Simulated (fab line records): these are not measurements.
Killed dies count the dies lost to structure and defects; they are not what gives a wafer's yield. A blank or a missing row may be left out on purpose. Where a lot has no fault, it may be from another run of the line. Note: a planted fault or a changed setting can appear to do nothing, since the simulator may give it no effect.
Which tool was responsible?    flow sfq-line    7 lots (21 wafers sampled), 1 step of a 325-step route

WHAT EACH GAUGE READ, for each wafer
SFQ_M0_OVL_MEAS_906.
lot   measured      on          M0_OVL (nm)
L137  day 8 05:09   overlay-02  4 0 4
L139  day 8 21:58   overlay-02  -2 -6 -3
L141  day 9 09:57   overlay-01  -1 -4 2
L151  day 12 02:51  overlay-02  -2 -11 -1
L154  day 13 00:15  overlay-01  -1 2 1
L156  day 13 20:39  overlay-02  0 -2 -1
L158  day 14 05:03  overlay-02  1 5 0

WHAT TOOL EACH LOT RAN ON (gives the tool, then ch and the chambers of the sampled wafers, and finally the start)
The record shows no process step preceding these readings.

THE ANSWER, worked out from the rows above alone
Rule: usual is defined by the lots themselves. Put in order of their means at a reading, lots are off if they are a third of the lots or fewer, leave a main group of 4 or more, and stand apart from it by a gap of 3 or more times the standard deviation of the main group's means; of several such gaps the widest counts. The tables above print the reading to a certain number of digits; a main group whose means all agree to those digits is not used. A lot without any number at a reading at which 4 lots or more have one is off too. Where the step has rows for the other lots, those lots are counted as sound.
No lot is off on any of the readings shown, so nothing can be concluded from this.

WHAT WAS PUT IN BY THE SIMULATOR
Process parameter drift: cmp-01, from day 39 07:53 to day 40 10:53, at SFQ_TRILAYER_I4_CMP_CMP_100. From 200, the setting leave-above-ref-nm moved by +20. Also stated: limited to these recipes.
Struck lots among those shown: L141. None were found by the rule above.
